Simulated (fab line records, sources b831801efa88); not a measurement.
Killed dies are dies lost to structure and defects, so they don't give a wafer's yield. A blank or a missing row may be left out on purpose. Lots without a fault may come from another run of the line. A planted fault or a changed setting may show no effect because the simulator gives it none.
fab line records | flow sky130
record lots=7 wafers=21 last_day=50
route steps=708 shown CAP2M@620 METAL4@621
lots that met no fault: from a run of the same line without faults
start_h: hours from the record's first day to the start of the lot's first wafer shown | wait_h: hours since the lot's step before | " the same as in the row above | L1.1+2: a row that stands for several wafers | - no value, or no start given | * or withheld: withheld | < > ~ a bound
route shown NAME@n: a module of which the file shows steps, and the number in the route of the first | usual: mean/standard deviation of fault-free wafers | same: alike in all rows | chamber/n: place in a boat | sites: the reading at each site | _std_site: their standard deviation | _edge_site: outer sites' mean less inner sites' | radius_mm: how far each site lies from the wafer's centre | mask NAME#n: copy n | behind: the tool/chamber that last shaped the wafer | hold: why the lot was held/for how many hours/how that ended | device: the transistor (n, p or np) that didn't switch | end of line: the same wafers' tests at the end of the route | a step without rows: its recipe alone | killed: dies lost to structure and defects at the first sort, not the wafer's yield | map: a wafer's dies, x killed, . not, _ none there
set.NAME: the setting as run; set.NAME@STEP: as run at that earlier step | model.NAME: the simulator's own value behind a step, which no gauge read
lots at some steps of the route; a table a step, a row a wafer
services: from which hour (start_h, from the record's first day; less than 0 if before it) a tool's chamber was out of use, for how many hours, and why
## steps
# step SKY_CAP2M_CLEAN_17
# recipe chemistry=O3/DIW dry=n2_spin
# step SKY_METAL4_DEHYDRATE_05
# recipe temp_c=200 time_s=60
# step SKY_METAL4_HMDS_06
# recipe prime_time_s=60 prime_temp_c=120
# step SKY_METAL4_COAT_07
# recipe resist=BARC temp_c=withheld time_s=withheld spin_rpm=3000 resist_thk_nm=60
# step SKY_METAL4_COAT_08
# recipe resist=KrF-thick spin_rpm=3000 resist_thk_nm=1140
# step SKY_METAL4_SOFTBAKE_09
# recipe temp_c=100 time_s=90 resist=KrF-thick
# step SKY_METAL4_EXPOSE_10
# recipe mask_id=MM4 na=0.68 source_shape=annular sigma_inner=0.4 sigma_outer=0.8 target_cd_nm=300 dose_mj=28
# step SKY_METAL4_PEB_11
# recipe peb_temp_c=withheld peb_time_s=withheld resist=KrF-thick
# step SKY_METAL4_DEVELOP_12
# recipe develop_time_s=60 resist=KrF-thick dev_temp_c=21
# step SKY_METAL4_CD_MEAS_13
# recipe target_cd_nm=300
# usual cd_nm=300.0/1.4
# columns lot.wafer tool chamber start_h wait_h cd_nm
L394.1 cd_sem-02 - 1037.02 - 298.8
L394.2 " - " " 299.5
L394.3 " - " " 299.6
L396.1 cd_sem-01 - 1047.88 - 299.8
L396.2 " - " " 297.5
L396.4 " - " " 298.4
L398.3 cd_sem-01 - 1060.12 - 299.2
L398.4 " - " " 300.8
L398.6 " - " " 299.2
L406.2 cd_sem-02 - 1105.84 - 298.5
L406.5 " - " " 299.2
L406.6 " - " " 298.8
L407.2 cd_sem-01 - 1118.39 - 299.8
L407.4 " - " " 300.0
L407.5 " - " " 300.6
L408.4 cd_sem-02 - 1126.49 - 301.6
L408.5 " - " " 302.0
L408.6 " - " " 300.8
L409.1 cd_sem-02 - 1133.73 - 300.0
L409.2 " - " " 298.9
L409.5 " - " " 299.7
# step SKY_METAL4_OVL_MEAS_14
# usual METAL4_OVL=-3/5.3
# columns lot.wafer tool chamber start_h wait_h METAL4_OVL[nm]
L394.1 overlay-02 - 1037.14 0.1 -2
L394.2 " - " " 0
L394.3 " - " " -3
L396.1 overlay-02 - 1048.00 0.1 -3
L396.2 " - " " -10
L396.4 " - " " -10
L398.3 overlay-02 - 1060.22 0.1 10
L398.4 " - " " 0
L398.6 " - " " 1
L406.2 overlay-01 - 1105.95 0.1 -12
L406.5 " - " " -2
L406.6 " - " " -4
L407.2 overlay-02 - 1118.50 0.1 10
L407.4 " - " " 8
L407.5 " - " " 5
L408.4 overlay-02 - 1126.57 0.1 -1
L408.5 " - " " -8
L408.6 " - " " -12
L409.1 overlay-01 - 1133.85 0.1 6
L409.2 " - " " -1
L409.5 " - " " 2
# step SKY_METAL4_DESCUM_15
# recipe chemistry=O2 source_power_w=150 bias_power_w=0 pressure_mtorr=10 temp_c=40 time_s=8
# usual drypump_motor_current_A=5.6/0.32 oes_product_au=0.997/0.0086
# columns lot.wafer tool chamber start_h wait_h drypump_motor_current_A oes_product_au rf_hours_counter_h
L394.1 rie_metal-01 0 1037.18 0.0 5.3 1.004 17
L394.2 " 1 " " 5.7 0.996 22
L394.3 " 1 " " 5.7 0.995 -
L396.1 rie_metal-04 1 1048.04 0.0 5.3 1.004 14
L396.2 " 0 " " 6.3 1.015 10
L396.4 " 0 " " 6.4 1.003 -
L398.3 rie_metal-03 0 1060.25 0.0 5.4 0.989 -
L398.4 " 1 " " 5.7 0.994 -
L398.6 " 0 " " 5.5 0.999 -
L406.2 rie_metal-01 1 1105.98 0.0 5.7 0.989 28
L406.5 " 0 " " 5.2 1.000 -
L406.6 " 1 " " 5.7 0.996 -
L407.2 rie_metal-01 0 1118.54 0.0 5.2 1.011 -
L407.4 " 0 " " 5.2 1.017 -
L407.5 " 0 " " 5.2 1.017 -
L408.4 rie_metal-04 0 1126.60 0.0 6.4 1.003 -
L408.5 " 0 " " 6.4 1.006 -
L408.6 " 1 " " 5.3 1.004 -
L409.1 rie_metal-01 0 1133.89 0.0 5.3 0.988 26
L409.2 " 0 " " 5.3 1.005 -
L409.5 " 0 " " 5.3 0.999 -
# step SKY_METAL4_ETCH_16
# recipe chemistry=N2/H2 target=BARC ion_energy_ev=200 bias_w=100 pressure_mtorr=30 n2_flow_sccm=100 h2_flow_sccm=200 icp_w=500 stop_on=SiO2 time_s=88.2 target_depth_a=600
# usual bias_w=100.02/0.27 chamber_pressure_mTorr=30.001/0.026 drypump_motor_current_A=5.6/0.32 oes_product_au=0.626/0.0047 throttle_valve_pct=13.205/0.0092
# columns lot.wafer tool chamber start_h wait_h bias_w chamber_pressure_mTorr drypump_motor_current_A oes_product_au rf_hours_counter_h throttle_valve_pct model.KrF-thick_of_METAL4_COAT_08.thk_nm
L394.1 rie_metal-01 0 1037.21 0.0 99.71 29.964 5.3 0.624 17 13.219 1074
L394.2 " 1 " " 99.72 29.990 5.7 0.625 22 13.197 1074
L394.3 " 1 " " 99.90 30.017 5.7 0.629 - 13.221 1074
L396.1 rie_metal-04 1 1048.07 0.0 100.06 29.977 5.3 0.618 14 13.209 1079
L396.2 " 0 " " 99.96 29.994 6.3 0.625 10 13.197 1078
L396.4 " 0 " " 100.31 30.028 6.3 0.618 - 13.206 1077
L398.3 rie_metal-03 0 1060.30 0.0 100.11 29.998 5.5 0.632 - 13.201 1078
L398.4 " 1 " " 100.23 30.034 5.7 0.631 - 13.218 1079
L398.6 " 0 " " 100.23 29.985 5.5 0.630 - 13.205 1081
L406.2 rie_metal-01 1 1106.01 0.0 - - - - - - 1126
L406.5 " 0 " " - - - - - - 1124
L406.6 " 1 " " - - - - - - 1123
L407.2 rie_metal-01 0 1118.62 0.1 - - - - - - 1124
L407.4 " 0 " " - - - - - - 1127
L407.5 " 0 " " - - - - - - 1127
L408.4 rie_metal-04 0 1126.65 0.0 - - - - - - 1127
L408.5 " 0 " " - - - - - - 1122
L408.6 " 1 " " - - - - - - 1124
L409.1 rie_metal-01 0 1133.95 0.1 100.26 29.966 5.3 0.633 26 13.195 1071
L409.2 " 0 " " 100.40 30.036 5.3 0.626 - 13.195 1075
L409.5 " 0 " " 100.86 29.994 5.3 0.623 - 13.217 1071
# step SKY_METAL4_ETCH_17
# recipe target=SiO2 stop_on=TiN chemistry=C4F8/O2/Ar source_w=1500 bias_w=1200 pressure_mtorr=40 c4f8_flow_sccm=withheld O2_flow_sccm=6 Ar_flow_sccm=300 time_s=3.9 target_depth_a=150
# usual bias_w=1200/3.7 chamber_pressure_mTorr=40.00/0.034 oes_product_au=0.753/0.0063
# columns lot.wafer tool chamber start_h wait_h bias_w chamber_pressure_mTorr oes_product_au rf_hours_counter_h
L394.1 rie_diel-04 0 1037.31 0.1 1196 39.98 0.761 21
L394.2 " 2 " " 1205 40.04 0.747 9
L394.3 " 3 " " 1194 40.02 0.750 13
L396.1 rie_diel-03 3 1048.17 0.1 1198 39.99 0.752 15
L396.2 " 2 " " 1203 40.07 0.753 11
L396.4 " 0 " " 1198 40.03 0.761 23
L398.3 rie_diel-04 1 1060.37 0.0 1207 40.03 0.764 24
L398.4 " 0 " " 1203 40.08 0.750 22
L398.6 " 0 " " 1200 40.02 0.759 -
L406.2 rie_diel-03 2 1106.11 0.1 1197 40.06 0.375 13
L406.5 " 0 " " 1200 40.02 0.381 -
L406.6 " 1 " " 1199 39.99 0.374 -
L407.2 rie_diel-03 0 1118.79 0.1 1203 40.02 0.373 1
L407.4 " 0 " " 1202 39.93 0.369 -
L407.5 " 1 " " 1202 40.01 0.381 -
L408.4 rie_diel-03 3 1126.73 0.0 1200 40.00 0.375 -
L408.5 " 1 " " 1200 39.93 0.378 -
L408.6 " 0 " " 1194 40.00 0.374 -
L409.1 rie_diel-03 3 1134.15 0.2 1210 40.01 0.750 18
L409.2 " 2 " " 1197 39.99 0.746 14
L409.5 " 2 " " 1200 39.99 0.768 -
# step SKY_METAL4_METAL_ETCH_18
# recipe target_depth_a=8450 stop_on=SiO2 over_etch_frac=0.3 time_s=183.1 chemistry=Cl2/BCl3 resist_sidewall_deg=88 pressure_mtorr=10 icp_w=900 bias_w=48.5 Cl2_flow_sccm=60 bcl3_flow_sccm=30
# usual bcl3_flow_sccm=30.01/0.096 bias_w=48.51/0.15 drypump_motor_current_A=5.7/0.41 oes_product_au=0.867/0.0056 throttle_valve_pct=22.265/0.0089
# columns lot.wafer tool chamber start_h wait_h bcl3_flow_sccm bias_w drypump_motor_current_A oes_product_au rf_hours_counter_h throttle_valve_pct model.KrF-thick_of_METAL4_COAT_08.thk_nm
L394.1 rie_metal-03 0 1037.33 0.0 30.03 48.46 5.5 0.870 5 22.271 530.5
L394.2 " 1 " " 30.01 48.63 5.7 0.875 11 22.264 529.6
L394.3 " 0 " " 29.86 48.26 5.5 0.869 - 22.268 535.4
L396.1 rie_metal-03 0 1048.19 0.0 30.27 48.34 5.5 0.867 6 22.251 539.9
L396.2 " 1 " " 29.98 48.61 5.7 0.860 12 22.283 534.8
L396.4 " 0 " " 30.25 48.44 5.5 0.865 - 22.260 538.5
L398.3 rie_metal-01 0 1060.45 0.1 30.14 48.60 5.3 0.867 - 22.281 524
L398.4 " 1 " " 29.88 48.14 5.7 0.869 - 22.277 544.7
L398.6 " 0 " " 30.01 48.54 5.3 0.861 - 22.261 532
L406.2 rie_metal-04 1 1106.18 0.1 29.93 48.34 5.3 0.377 - 22.258 577.4
L406.5 " 1 " " 29.89 48.48 5.3 0.372 - 22.249 572.7
L406.6 " 1 " " 29.97 48.39 5.3 0.373 - 22.276 574.3
L407.2 rie_metal-04 1 1118.80 0.0 30.02 48.43 5.3 0.375 21 22.269 577.5
L407.4 " 1 " " 30.02 48.34 5.3 0.379 - 22.254 582.9
L407.5 " 0 " " 30.04 48.46 6.4 0.376 - 22.273 576.5
L408.4 rie_metal-03 1 1126.98 0.2 29.97 48.67 5.7 0.368 - 22.269 580.8
L408.5 " 1 " " 30.13 48.75 5.7 0.376 - 22.260 574.8
L408.6 " 1 " " 29.88 48.57 5.7 0.378 - 22.273 579.9
L409.1 rie_metal-04 1 1134.17 0.0 30.14 48.65 5.3 0.871 22 22.273 524.9
L409.2 " 0 " " 29.88 48.64 6.3 0.866 15 22.264 530
L409.5 " 0 " " 29.87 48.64 6.3 0.873 - 22.264 524.9
# step SKY_METAL4_STRIP_19
# recipe chemistry=O2/N2 power_w=1400 pressure_mtorr=1500 platen_temp_c=withheld o2_flow_sccm=3000 n2_flow_sccm=300 overash_fraction=0.5
# usual drypump_motor_current_A=5.71/0.14 oes_product_au=0.503/0.0053 strip_time_to_endpoint_s=6.56/0.078
# columns lot.wafer tool chamber start_h wait_h drypump_motor_current_A oes_product_au rf_hours_counter_h strip_time_to_endpoint_s
L394.1 plasma_asher-01 1 1037.51 0.1 5.74 0.509 61 6.58
L394.2 " 0 " " 5.50 0.506 61 6.55
L394.3 " 1 " " 5.73 0.510 - 6.63
L396.1 plasma_asher-01 1 1048.37 0.1 5.73 0.497 62 6.66
L396.2 " 0 " " 5.47 0.504 62 6.62
L396.4 " 0 " " 5.49 0.508 - 6.65
L398.3 plasma_asher-01 1 1060.60 0.1 5.74 0.504 - 6.49
L398.4 " 0 " " 5.49 0.511 - 6.71
L398.6 " 0 " " 5.49 0.504 - 6.58
L406.2 plasma_asher-02 0 1106.48 0.2 5.62 0.520 95 7.03
L406.5 " 1 " " 5.89 0.524 - 6.99
L406.6 " 0 " " 5.61 0.522 - 6.99
L407.2 plasma_asher-02 1 1118.98 0.1 5.85 0.527 96 7.04
L407.4 " 1 " " 5.87 0.524 - 7.09
L407.5 " 1 " " 5.88 0.528 - 7.01
L408.4 plasma_asher-02 1 1127.25 0.2 5.85 0.535 - 7.07
L408.5 " 0 " " 5.61 0.525 - 7.01
L408.6 " 1 " " 5.85 0.530 - 7.07
L409.1 plasma_asher-04 1 1134.35 0.1 5.88 0.504 7 6.52
L409.2 " 0 " " 5.73 0.498 7 6.57
L409.5 " 1 " " 5.89 0.502 - 6.51
# step SKY_METAL4_STRIP_20
# recipe chemistry=post_etch_residue_remover time_s=1200 temp_c=72.5
## services
# columns tool chamber start_h hours kind
rie_diel-03 1 1024.11 - clean
rie_diel-03 1 1024.11 16.4 scheduled_down
rie_diel-03 1 1024.11 16.4 vent_cycle
rie_metal-04 - 1033.62 2.8 pm
plasma_asher-04 - 1055.25 9.0 pm
plasma_asher-04 0 1055.25 9.0 vent_cycle
plasma_asher-04 1 1055.25 9.0 vent_cycle
rie_diel-04 3 1062.01 1.8 repair
rie_diel-03 0 1063.06 - clean
rie_diel-03 0 1063.06 22.5 scheduled_down
rie_diel-03 0 1063.06 22.5 vent_cycle
plasma_asher-04 0 1064.25 - clean
rie_diel-04 3 1066.56 6.9 repair
plasma_asher-02 - 1081.60 10.9 repair
rie_metal-01 1 1093.26 3.6 repair
plasma_asher-02 - 1094.85 2.6 repair
plasma_asher-04 - 1094.92 4.0 repair
rie_metal-03 - 1096.40 2.8 pm
rie_metal-01 1 1111.58 - clean
rie_metal-01 1 1111.58 29.3 scheduled_down
rie_metal-01 1 1111.58 29.3 vent_cycle
rie_diel-03 2 1115.20 13.1 repair
rie_metal-03 0 1121.30 18.7 repair
plasma_asher-01 - 1132.28 2.8 pm
## key
first_sign step=SKY_METAL4_ETCH_16 reading=tool_record direction=missing
effect step=SKY_METAL4_ETCH_17 reading=oes_product_au direction=down sigmas=60 usual=0.753 struck=0.376
effect step=SKY_METAL4_METAL_ETCH_18 reading=oes_product_au direction=down sigmas=88 usual=0.867 struck=0.375
effect step=SKY_METAL4_STRIP_19 reading=strip_time_to_endpoint_s direction=up sigmas=6.1 usual=* struck=*
model_effect step=SKY_METAL4_ETCH_16 value=KrF-thick_of_METAL4_COAT_08.thk_nm without=1075 struck=1125
model_effect step=SKY_METAL4_METAL_ETCH_18 value=KrF-thick_of_METAL4_COAT_08.thk_nm without=527.5 struck=577.4
met_at SKY_METAL4_ETCH_16
struck_wafers L406.2,L406.5,L406.6,L407.2,L407.4,L407.5,L408.4,L408.5,L408.6
later_rows_left_out L406.2,L406.5,L406.6,L407.2,L407.4,L407.5,L408.4,L408.5,L408.6
sort_left_out L406.2,L406.5,L406.6,L407.2,L407.4,L407.5,L408.4,L408.5,L408.6
onset_between 1048.07 1106.01
fault kind=skipped_step_whole tool=rie_metal-01,rie_metal-04 chamber=- onset_h=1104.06 steps=SKY_METAL4_ETCH_16 scope=struck_lots_only
# sort_left_out: the simulated sort isn't trusted on such a fault, so these wafers' sort isn't shown, and their yield isn't known
# later_rows_left_out: the simulator's readings of these wafers behind a module that went badly wrong aren't trusted and aren't shown, but for the sort
